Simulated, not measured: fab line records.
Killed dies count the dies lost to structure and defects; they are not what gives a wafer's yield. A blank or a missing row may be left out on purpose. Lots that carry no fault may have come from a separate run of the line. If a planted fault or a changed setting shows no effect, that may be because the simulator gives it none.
fab line records	flow sky130	part 1 of 2: steps 1 to 30 of 31
record: lots: 6	wafers: 18	last_day: 50
route steps=708 shown LI_CONTACT@375 LOCAL_INTERCONNECT@387 PAD_OPEN@708
lots with no fault: from the same line, run without faults
start_h: start of the lot's first displayed wafer, in hours after the record's first day	wait_h: hours from the lot's prior step to this one	" same as the row above	L1.1+2: one row covering several wafers at once	- value missing, or start not given	* or withheld: withheld	< > ~ a bound
route shown NAME@n: a module of which the file shows steps, and the number in the route of the first	usual: mean/standard deviation of fault-free wafers	same: alike in all rows	chamber/n: place in a boat	sites: each site's reading	_std_site: standard deviation of those values	_edge_site: the outer-site mean with the inner-site mean subtracted	radius_mm: for every site, how far away it sits from the centre of the wafer	mask NAME#n: copy n	behind: the last tool/chamber to shape the wafer	hold: the reason the lot was held/the length of the hold in hours/how it ended	device: the transistor (n, p or np) that didn't switch	end of line: at the end of the route, the tests of the same wafers	for a step that has no rows: nothing shown but its recipe	killed: not the wafer's yield, but the dies lost to structure and defects at the first sort	map: a wafer's dies, x killed, . not, _ none there
set.NAME: the setting as run; set.NAME@STEP: as run at that earlier step	model.NAME: the simulator's own value behind a step, which no gauge read
lots at some steps of the route; a table a step, a row a wafer
services: from which hour (start_h, from the record's first day; less than 0 if before it) a tool's chamber was out of use, for how many hours, and why
== steps ==
step: SKY_LI_CONTACT_OVL_MEAS_13
usual: LI_CONTACT_OVL: -1/4.6
lot.wafer	tool	chamber	start_h	wait_h	LI_CONTACT_OVL[nm]
L650.1	overlay-01	-	707.80	0.1	-6
L650.4	"	-	"	"	3
L650.5	"	-	"	"	-1
L651.1	overlay-01	-	730.05	0.1	0
L651.5	"	-	"	"	7
L651.6	"	-	"	"	-4
L658.2	overlay-02	-	778.67	0.1	-8
L658.3	"	-	"	"	-4
L658.5	"	-	"	"	-3
L660.1	overlay-02	-	794.10	0.1	-2
L660.3	"	-	"	"	-5
L660.5	"	-	"	"	-2
L665.2	overlay-02	-	832.26	0.1	-4
L665.5	"	-	"	"	-4
L665.6	"	-	"	"	-5
L667.2	overlay-01	-	843.46	0.1	-2
L667.5	"	-	"	"	3
L667.6	"	-	"	"	1
step: SKY_LI_CONTACT_ETCH_14
recipe: chemistry: N2/H2	target: BARC	ion_energy_ev: 200	source_w: 500	bias_w: 100	pressure_mtorr: 30	n2_flow_sccm: 100	h2_flow_sccm: 200	stop_on: SiO2	time_s: 45.9	target_depth_a: 600
usual: drypump_motor_current_A: 5.95/0.23	oes_product_au: 0.854/0.0048	throttle_valve_pct: 13.224/0.009
lot.wafer	tool	chamber	start_h	wait_h	drypump_motor_current_A	oes_product_au	rf_hours_counter_h	throttle_valve_pct
L650.1	rie_diel-02	0	707.83	0.0	5.72	0.852	29	13.226
L650.4	"	2	"	"	5.97	0.859	1	13.221
L650.5	"	3	"	"	5.93	0.856	-	13.230
L651.1	rie_diel-04	1	730.09	0.0	6.19	0.852	4	13.211
L651.5	"	3	"	"	5.92	0.855	-	13.210
L651.6	"	2	"	"	5.76	0.854	-	13.219
L658.2	rie_diel-04	0	778.70	0.0	5.69	0.863	39	13.223
L658.3	"	3	"	"	5.91	0.857	7	13.221
L658.5	"	1	"	"	6.19	0.853	-	13.249
L660.1	rie_diel-04	2	794.13	0.0	5.71	0.854	0	13.219
L660.3	"	1	"	"	6.21	0.860	6	13.242
L660.5	"	3	"	"	5.90	0.854	-	13.227
L665.2	rie_diel-03	2	832.29	0.0	5.92	0.853	9	13.218
L665.5	"	3	"	"	6.20	0.855	-	13.216
L665.6	"	0	"	"	6.39	0.855	-	13.224
L667.2	rie_diel-03	3	843.49	0.0	6.26	0.852	8	13.199
L667.5	"	1	"	"	5.56	0.854	-	13.229
L667.6	"	2	"	"	5.88	0.856	-	13.223
step: SKY_LI_CONTACT_ETCH_15
recipe: target: PSG	chemistry: C4F8/O2/Ar	stop_on: Si	taper_deg: 4.15	mask_material: KrF-thick	source_w: 1500	bias_w: 1200	pressure_mtorr: 40	c4f8_flow_sccm: withheld	O2_flow_sccm: 6	Ar_flow_sccm: 300	time_s: withheld	target_depth_a: 6000
step: SKY_LI_CONTACT_STRIP_16
recipe: chemistry: O2/N2	power_w: 1400	pressure_mtorr: 1500	platen_temp_c: withheld	o2_flow_sccm: 3000	n2_flow_sccm: 300	overash_fraction: 0.5
usual: drypump_motor_current_A: 5.7/0.51	oes_product_au: 0.377/0.0047	strip_time_to_endpoint_s: 3.513/0.029
lot.wafer	tool	chamber	start_h	wait_h	drypump_motor_current_A	oes_product_au	rf_hours_counter_h	strip_time_to_endpoint_s
L650.1	plasma_asher-02	1	707.96	-	5.7	0.382	54	3.509
L650.4	"	0	"	"	5.2	0.380	-	3.524
L650.5	"	0	"	"	5.3	0.379	-	3.513
L651.1	plasma_asher-03	0	730.21	-	6.7	0.380	89	3.523
L651.5	"	1	"	"	5.6	0.375	-	3.521
L651.6	"	0	"	"	6.7	0.378	-	3.541
L658.2	plasma_asher-01	0	778.83	-	5.3	0.378	34	3.475
L658.3	"	1	"	"	5.6	0.376	-	3.505
L658.5	"	0	"	"	5.2	0.377	-	3.487
L660.1	plasma_asher-01	1	794.26	-	5.6	0.375	35	3.521
L660.3	"	0	"	"	5.3	0.375	-	3.562
L660.5	"	1	"	"	5.6	0.381	-	3.518
L665.2	plasma_asher-03	0	832.41	-	6.7	0.375	100	3.466
L665.5	"	1	"	"	5.5	0.381	-	3.493
L665.6	"	0	"	"	6.7	0.386	-	3.470
L667.2	plasma_asher-03	0	843.61	-	6.7	0.386	101	3.526
L667.5	"	1	"	"	5.5	0.376	-	3.496
L667.6	"	0	"	"	6.7	0.370	-	3.453
step: SKY_LI_CONTACT_CLEAN_17
recipe: chemistry: NMP	time_s: 600	temp_c: 60	dry: n2_spin
step: SKY_LI_CONTACT_PRE_CLEAN_18
recipe: gas: Ar	time_s: 5.6	bias_v: 358
step: SKY_LI_CONTACT_SPUTTER_19
recipe: material: Ti	target_thk_nm: 20	chamber_pressure_pa: 5	power_w: 2500	substrate_temp_c: 200	time_s: 106.37
step: SKY_LI_CONTACT_SPUTTER_20
recipe: material: TiN	target_thk_nm: 20	chamber_pressure_pa: 5	power_w: 4000	time_s: 80
step: SKY_LI_CONTACT_CVD_21
recipe: material: W	target_thk_nm: 400	time_s: 120.56	temp_c: 400	pressure_torr: 40
usual: heater_power_outer_w: 502/29	heater_power_w: 801/31
lot.wafer	tool	chamber	start_h	wait_h	heater_power_outer_w	heater_power_w
L650.1	cvd_w-01	1	708.39	0.0	520	835
L650.4	"	0	"	"	446	757
L650.5	"	0	"	"	454	751
L651.1	cvd_w-01	1	730.64	0.0	524	815
L651.5	"	0	"	"	457	748
L651.6	"	1	"	"	524	838
L658.2	cvd_w-02	0	779.26	0.0	524	799
L658.3	"	0	"	"	522	778
L658.5	"	0	"	"	518	817
L660.1	cvd_w-02	0	794.69	0.0	528	785
L660.3	"	1	"	"	506	851
L660.5	"	0	"	"	537	793
L665.2	cvd_w-01	1	832.86	0.0	515	835
L665.5	"	0	"	"	453	773
L665.6	"	1	"	"	521	828
L667.2	cvd_w-02	1	844.06	0.0	515	843
L667.5	"	0	"	"	513	772
L667.6	"	1	"	"	514	807
step: SKY_LI_CONTACT_RS_MEAS_22
recipe: thk_meas_gauge: four-point-probe	reads: W_of_LI_CONTACT_CVD_21+TiN_of_LI_CONTACT_SPUTTER_20+Ti_of_LI_CONTACT_SPUTTER_19
usual: LI_CONTACT_W_RS: 0.285/0.0032
lot.wafer	tool	chamber	start_h	wait_h	LI_CONTACT_W_RS[ohm/sq]
L650.1	film_metro-02	-	708.52	0.1	0.283
L650.4	"	-	"	"	0.282
L650.5	"	-	"	"	0.283
L651.1	film_metro-02	-	730.77	0.1	0.287
L651.5	"	-	"	"	0.290
L651.6	"	-	"	"	0.283
L658.2	film_metro-02	-	779.41	0.1	0.290
L658.3	"	-	"	"	0.285
L658.5	"	-	"	"	0.289
L660.1	film_metro-01	-	794.82	0.1	0.289
L660.3	"	-	"	"	0.286
L660.5	"	-	"	"	0.289
L665.2	film_metro-01	-	833.01	0.1	0.283
L665.5	"	-	"	"	0.285
L665.6	"	-	"	"	0.282
L667.2	film_metro-01	-	844.21	0.1	0.283
L667.5	"	-	"	"	0.287
L667.6	"	-	"	"	0.288
step: SKY_LI_CONTACT_THK_MEAS_23
recipe: thk_meas_gauge: xrf	reads: W_of_LI_CONTACT_CVD_21
usual: LI_CONTACT_W_THK: 410/5.5
lot.wafer	tool	chamber	start_h	wait_h	LI_CONTACT_W_THK[nm]
L650.1	film_metro-02	-	708.64	0.1	417
L650.4	"	-	"	"	418
L650.5	"	-	"	"	416
L651.1	film_metro-02	-	730.89	0.1	406
L651.5	"	-	"	"	404
L651.6	"	-	"	"	414
L658.2	film_metro-02	-	779.52	0.1	408
L658.3	"	-	"	"	410
L658.5	"	-	"	"	407
L660.1	film_metro-01	-	794.94	0.1	405
L660.3	"	-	"	"	408
L660.5	"	-	"	"	405
L665.2	film_metro-01	-	833.12	0.1	410
L665.5	"	-	"	"	407
L665.6	"	-	"	"	409
L667.2	film_metro-01	-	844.32	0.1	407
L667.5	"	-	"	"	408
L667.6	"	-	"	"	402
step: SKY_LI_CONTACT_CMP_24
recipe: stop_on: PSG	t_overpolish_s: 20	down_force_psi: 3.5	platen_rpm: 60	target_thk_nm: 0	pad_velocity_m_s: 0.94248
usual: motor_current_A: 10.6/0.76	overpolish_run_s: 19.999/0.0084	slurry_filter_dp_kPa: 13.50/0.13	time_to_endpoint_s: 95.8/2.7
lot.wafer	tool	chamber	start_h	wait_h	motor_current_A	overpolish_run_s	slurry_filter_dp_kPa	time_to_endpoint_s
L650.4	cmp-01	2	708.70	0.0	11.5	19.992	13.63	101.0
L650.1	"	3	"	"	10.7	20.015	13.53	98.0
L650.5	"	2	"	"	11.7	19.987	13.56	96.2
L651.1	cmp-01	0	731.10	0.2	10.2	20.002	13.44	97.4
L651.6	"	1	"	"	10.8	19.991	13.33	95.6
L651.5	"	2	"	"	11.2	20.002	13.44	96.4
L658.3	cmp-01	2	779.62	0.1	11.8	19.999	13.42	94.4
L658.2	"	0	"	"	9.9	20.002	13.87	95.5
L658.5	"	1	"	"	10.8	20.012	13.33	95.5
L660.3	cmp-01	1	795.00	0.0	10.4	19.991	13.67	94.3
L660.1	"	3	"	"	10.4	19.996	13.41	93.8
L660.5	"	2	"	"	11.9	19.990	13.33	92.2
L665.2	cmp-01	3	833.27	0.1	10.9	19.995	13.51	95.0
L665.6	"	1	"	"	9.9	19.996	13.39	96.5
L665.5	"	2	"	"	11.5	20.005	13.73	94.3
L667.2	cmp-01	3	844.37	0.0	11.2	20.010	13.52	95.9
L667.6	"	3	"	"	11.5	20.000	13.46	96.3
L667.5	"	0	"	"	9.5	20.017	13.61	98.1
step: SKY_LOCAL_INTERCONNECT_SPUTTER_00
recipe: material: TiN	target_thk_nm: 100	temp_c: 300	power_w: 6500	time_s: 83.3	chamber_pressure_pa: 0.4
usual: throttle_valve_pct: 29.5/0.86
lot.wafer	tool	chamber	start_h	wait_h	throttle_valve_pct	model.TiN_of_LOCAL_INTERCONNECT_SPUTTER_00.thk_nm
L650.1	pvd_sputter-01	-	709.00	0.2	30.5	98.43
L650.4	"	-	"	"	28.4	99.17
L650.5	"	-	"	"	30.6	98.79
L651.1	pvd_sputter-03	-	731.25	0.1	29.8	98.4
L651.5	"	-	"	"	29.6	98.67
L651.6	"	-	"	"	30.3	98.61
L658.2	pvd_sputter-01	-	779.87	0.1	28.5	79.78
L658.3	"	-	"	"	30.4	79.4
L658.5	"	-	"	"	29.8	80.41
L660.1	pvd_sputter-01	-	795.30	0.1	29.9	79.7
L660.3	"	-	"	"	29.6	80.42
L660.5	"	-	"	"	29.6	80.42
L665.2	pvd_sputter-02	-	833.47	0.1	29.4	100.2
L665.5	"	-	"	"	28.1	98.94
L665.6	"	-	"	"	28.5	99.15
L667.2	pvd_sputter-03	-	844.67	0.2	29.6	98.43
L667.5	"	-	"	"	29.4	98.26
L667.6	"	-	"	"	29.6	98.6
step: SKY_LOCAL_INTERCONNECT_RS_MEAS_01
recipe: thk_meas_gauge: four-point-probe	reads: TiN_of_LOCAL_INTERCONNECT_SPUTTER_00
usual: LOCAL_INTERCONNECT_TIN_RS: 14.19/0.14
lot.wafer	tool	chamber	start_h	wait_h	LOCAL_INTERCONNECT_TIN_RS[ohm/sq]
L650.1	film_metro-04	-	709.06	0.0	14.38
L650.4	"	-	"	"	14.25
L650.5	"	-	"	"	14.25
L651.1	film_metro-04	-	731.31	0.0	14.36
L651.5	"	-	"	"	14.34
L651.6	"	-	"	"	14.34
L658.2	film_metro-01	-	779.95	0.1	17.93
L658.3	"	-	"	"	18.02
L658.5	"	-	"	"	17.77
L660.1	film_metro-04	-	795.36	0.0	17.90
L660.3	"	-	"	"	17.77
L660.5	"	-	"	"	17.75
L665.2	film_metro-02	-	833.55	0.1	14.07
L665.5	"	-	"	"	14.30
L665.6	"	-	"	"	14.25
L667.2	film_metro-04	-	844.75	0.1	14.35
L667.5	"	-	"	"	14.38
L667.6	"	-	"	"	14.36
step: SKY_LOCAL_INTERCONNECT_THK_MEAS_02
recipe: thk_meas_gauge: xrf	reads: TiN_of_LOCAL_INTERCONNECT_SPUTTER_00
usual: LOCAL_INTERCONNECT_TIN_THK: 97.6/0.9
lot.wafer	tool	chamber	start_h	wait_h	LOCAL_INTERCONNECT_TIN_THK[nm]
L650.1	film_metro-04	-	709.18	0.1	96.2
L650.4	"	-	"	"	96.9
L650.5	"	-	"	"	96.4
L651.1	film_metro-04	-	731.43	0.1	97.3
L651.5	"	-	"	"	97.3
L651.6	"	-	"	"	97.5
L658.2	film_metro-01	-	780.06	0.1	78.3
L658.3	"	-	"	"	78.2
L658.5	"	-	"	"	79.2
L660.1	film_metro-04	-	795.48	0.1	78.2
L660.3	"	-	"	"	79.1
L660.5	"	-	"	"	78.9
L665.2	film_metro-02	-	833.66	0.1	97.4
L665.5	"	-	"	"	96.5
L665.6	"	-	"	"	97.1
L667.2	film_metro-04	-	844.86	0.1	97.0
L667.5	"	-	"	"	96.9
L667.6	"	-	"	"	97.0
step: SKY_LOCAL_INTERCONNECT_DEHYDRATE_03
recipe: temp_c: 200	time_s: 60
step: SKY_LOCAL_INTERCONNECT_HMDS_04
recipe: prime_time_s: 60	prime_temp_c: 120
step: SKY_LOCAL_INTERCONNECT_COAT_05
recipe: resist: BARC	temp_c: withheld	time_s: withheld	spin_rpm: 3000	resist_thk_nm: 60
step: SKY_LOCAL_INTERCONNECT_COAT_06
recipe: resist: KrF-thick	spin_rpm: 3000	resist_thk_nm: 450
step: SKY_LOCAL_INTERCONNECT_SOFTBAKE_07
recipe: temp_c: 100	time_s: 90	resist: KrF-thick
step: SKY_LOCAL_INTERCONNECT_EXPOSE_08
recipe: mask_id: LI1M	na: 0.8	source_shape: annular	sigma_inner: 0.55	sigma_outer: 0.85	target_cd_nm: 170	dose_mj: 28
step: SKY_LOCAL_INTERCONNECT_PEB_09
recipe: peb_temp_c: withheld	peb_time_s: withheld	resist: KrF-thick
step: SKY_LOCAL_INTERCONNECT_DEVELOP_10
recipe: develop_time_s: 60	resist: KrF-thick	dev_temp_c: 21
step: SKY_LOCAL_INTERCONNECT_CD_MEAS_11
recipe: target_cd_nm: 170
usual: cd_nm: 170.4/1.2
lot.wafer	tool	chamber	start_h	wait_h	cd_nm
L650.1	cd_sem-02	-	736.75	-	170.5
L650.4	"	-	"	"	170.0
L650.5	"	-	"	"	170.4
L651.1	cd_sem-02	-	758.75	-	171.4
L651.5	"	-	"	"	172.4
L651.6	"	-	"	"	171.7
L658.2	cd_sem-01	-	805.92	-	172.4
L658.3	"	-	"	"	170.1
L658.5	"	-	"	"	170.5
L660.1	cd_sem-02	-	822.13	-	168.9
L660.3	"	-	"	"	168.7
L660.5	"	-	"	"	168.4
L665.2	cd_sem-02	-	859.76	-	170.9
L665.5	"	-	"	"	171.3
L665.6	"	-	"	"	171.0
L667.2	cd_sem-01	-	870.96	-	171.3
L667.5	"	-	"	"	170.5
L667.6	"	-	"	"	172.0
step: SKY_LOCAL_INTERCONNECT_OVL_MEAS_12
usual: LOCAL_INTERCONNECT_OVL: -4/5.1
lot.wafer	tool	chamber	start_h	wait_h	LOCAL_INTERCONNECT_OVL[nm]
L650.1	overlay-01	-	736.89	0.1	0
L650.4	"	-	"	"	-2
L650.5	"	-	"	"	-1
L651.1	overlay-01	-	758.87	0.1	-17
L651.5	"	-	"	"	-21
L651.6	"	-	"	"	-10
L658.2	overlay-02	-	806.02	0.1	-8
L658.3	"	-	"	"	-5
L658.5	"	-	"	"	-6
L660.1	overlay-01	-	822.25	0.1	-8
L660.3	"	-	"	"	0
L660.5	"	-	"	"	-3
L665.2	overlay-02	-	859.86	0.1	4
L665.5	"	-	"	"	-4
L665.6	"	-	"	"	6
L667.2	overlay-01	-	871.06	0.1	-14
L667.5	"	-	"	"	-15
L667.6	"	-	"	"	-15
step: SKY_LOCAL_INTERCONNECT_ETCH_13
recipe: chemistry: N2/H2	target: BARC	ion_energy_ev: 200	bias_w: 100	pressure_mtorr: 30	n2_flow_sccm: 100	h2_flow_sccm: 200	icp_w: 500	stop_on: SiO2	time_s: 45.9	target_depth_a: 600
step: SKY_LOCAL_INTERCONNECT_METAL_ETCH_14
recipe: target_depth_nm: 110	stop_on: PSG	chemistry: Cl2/BCl3	target: TiN	resist_sidewall_deg: 88	pressure_mtorr: 10	icp_w: 900	bias_w: 48.5	Cl2_flow_sccm: 60	bcl3_flow_sccm: 30	time_s: 31.4
usual: drypump_motor_current_A: 5.4/0.4	oes_product_au: 0.939/0.0068	throttle_valve_pct: 21.902/0.0092
lot.wafer	tool	chamber	start_h	wait_h	drypump_motor_current_A	oes_product_au	rf_hours_counter_h	throttle_valve_pct
L650.1	rie_metal-02	0	736.98	0.0	5.4	0.931	11	21.906
L650.4	"	1	"	"	4.8	0.943	-	21.906
L650.5	"	0	"	"	5.4	0.935	-	21.899
L651.1	rie_metal-01	1	758.97	0.0	5.4	0.931	2	21.894
L651.5	"	0	"	"	5.6	0.930	-	21.917
L651.6	"	1	"	"	5.4	0.939	-	21.916
L658.2	rie_metal-03	0	806.12	0.0	5.2	0.820	6	21.979
L658.3	"	1	"	"	6.3	0.830	-	21.969
L658.5	"	0	"	"	5.2	0.833	-	21.960
L660.1	rie_metal-01	0	822.35	0.0	5.5	0.823	6	21.972
L660.3	"	1	"	"	5.3	0.818	-	21.972
L660.5	"	0	"	"	5.5	0.829	-	21.961
L665.2	rie_metal-01	1	859.96	0.0	5.4	0.941	4	21.892
L665.5	"	1	"	"	5.4	0.947	-	21.903
L665.6	"	0	"	"	5.5	0.938	-	21.908
L667.2	rie_metal-03	1	871.16	0.0	6.2	0.938	12	21.910
L667.5	"	0	"	"	5.2	0.931	-	21.903
L667.6	"	1	"	"	6.2	0.934	-	21.920
step: SKY_LOCAL_INTERCONNECT_STRIP_15
recipe: chemistry: O2/N2	power_w: 1400	pressure_mtorr: 1500	platen_temp_c: withheld	o2_flow_sccm: 3000	n2_flow_sccm: 300	overash_fraction: 0.5
usual: drypump_motor_current_A: 5.9/0.47	oes_product_au: 0.427/0.0045	strip_time_to_endpoint_s: 4.729/0.017
lot.wafer	tool	chamber	start_h	wait_h	drypump_motor_current_A	oes_product_au	rf_hours_counter_h	strip_time_to_endpoint_s
L650.1	plasma_asher-03	1	737.04	0.0	5.6	0.424	90	4.750
L650.4	"	1	"	"	5.5	0.424	-	4.743
L650.5	"	1	"	"	5.6	0.427	-	4.757
L651.1	plasma_asher-02	0	759.02	0.0	5.3	0.426	60	4.737
L651.5	"	1	"	"	5.8	0.428	-	4.737
L651.6	"	0	"	"	5.3	0.418	-	4.738
L658.2	plasma_asher-03	1	806.17	0.0	5.6	0.431	97	4.726
L658.3	"	1	"	"	5.6	0.425	-	4.747
L658.5	"	0	"	"	6.7	0.427	-	4.760
L660.1	plasma_asher-02	0	822.40	0.0	5.3	0.433	66	4.729
L660.3	"	1	"	"	5.7	0.426	-	4.729
L660.5	"	0	"	"	5.3	0.429	-	4.699
L665.2	plasma_asher-02	0	860.01	0.0	5.3	0.433	68	4.744
L665.5	"	1	"	"	5.7	0.428	-	4.713
L665.6	"	0	"	"	5.3	0.437	-	4.719
L667.2	plasma_asher-03	1	871.21	0.0	5.5	0.429	103	4.713
L667.5	"	1	"	"	5.6	0.429	-	4.719
L667.6	"	0	"	"	6.7	0.426	-	4.733
step: SKY_LOCAL_INTERCONNECT_STRIP_16
recipe: chemistry: post_etch_residue_remover	time_s: 1200	temp_c: 72.5
usual: temp_c: 72.49/0.12
lot.wafer	tool	chamber	start_h	wait_h	temp_c	model.TiN_of_LOCAL_INTERCONNECT_SPUTTER_00.thk_nm
L650.1	wet_bench-01	0	737.14	0.1	72.51	98.01
L650.4	"	0	"	"	72.51	98.75
L650.5	"	0	"	"	72.43	98.38
L651.1	wet_bench-04	3	759.12	0.1	72.45	97.98
L651.5	"	3	"	"	72.61	98.25
L651.6	"	3	"	"	72.52	98.19
L658.2	wet_bench-01	1	806.27	0.1	72.65	79.36
L658.3	"	1	"	"	72.50	78.97
L658.5	"	1	"	"	72.57	79.99
L660.1	wet_bench-01	1	822.50	0.1	72.52	79.29
L660.3	"	1	"	"	72.62	80
L660.5	"	1	"	"	72.54	80
L665.2	wet_bench-01	0	860.11	0.1	72.57	99.81
L665.5	"	0	"	"	72.44	98.52
L665.6	"	0	"	"	72.38	98.73
L667.2	wet_bench-03	2	871.31	0.1	72.60	98.01
L667.5	"	2	"	"	72.63	97.85
L667.6	"	2	"	"	72.35	98.18
step: SKY_LOCAL_INTERCONNECT_CLEAN_17
recipe: chemistry: IPA	time_s: 180	temp_c: 25
== key ==
first_sign: step: SKY_LOCAL_INTERCONNECT_RS_MEAS_01	reading: LOCAL_INTERCONNECT_TIN_RS	direction: up	sigmas: 26	usual: 14.19	struck: 17.86
effect: step: SKY_LOCAL_INTERCONNECT_THK_MEAS_02	reading: LOCAL_INTERCONNECT_TIN_THK	direction: down	sigmas: 21	usual: 97.6	struck: 78.7
effect: step: SKY_LOCAL_INTERCONNECT_METAL_ETCH_14	reading: oes_product_au	direction: down	sigmas: 17	usual: 0.939	struck: 0.825
model_effect: step: SKY_LOCAL_INTERCONNECT_SPUTTER_00	value: TiN_of_LOCAL_INTERCONNECT_SPUTTER_00.thk_nm	without: 99	struck: 80.02
model_effect: step: SKY_LOCAL_INTERCONNECT_STRIP_16	value: TiN_of_LOCAL_INTERCONNECT_SPUTTER_00.thk_nm	without: 98.58	struck: 79.6
model_effect: step: SKY_PAD_OPEN_PROBE_99	value: etest.res_li.line_ohm_um	without: 75.99	struck: 93.89
met_at SKY_LOCAL_INTERCONNECT_SPUTTER_00
struck_wafers L658.2,L658.3,L658.5,L660.1,L660.3,L660.5
tester_left_out L658,L660
onset_between 709.00 779.87
also_fits SKY_LI_CONTACT_ETCH_14:rie_diel-04,SKY_LI_CONTACT_STRIP_16:plasma_asher-01
fault: kind: process_parameter_drift	tool: pvd_sputter-01	chamber: -	onset_h: 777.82	steps: SKY_LOCAL_INTERCONNECT_SPUTTER_00	channel: time_s	offset: *	shape: step	end_h: 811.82	acts_in: *	stated: *
tester_left_out: of these lots the tester's yield and bins aren't shown, on N5 and GAA mostly nor the transistor test; their killed dies are dies lost to structure and defects alone, not to doping, threshold or leakage, so they don't give the yield
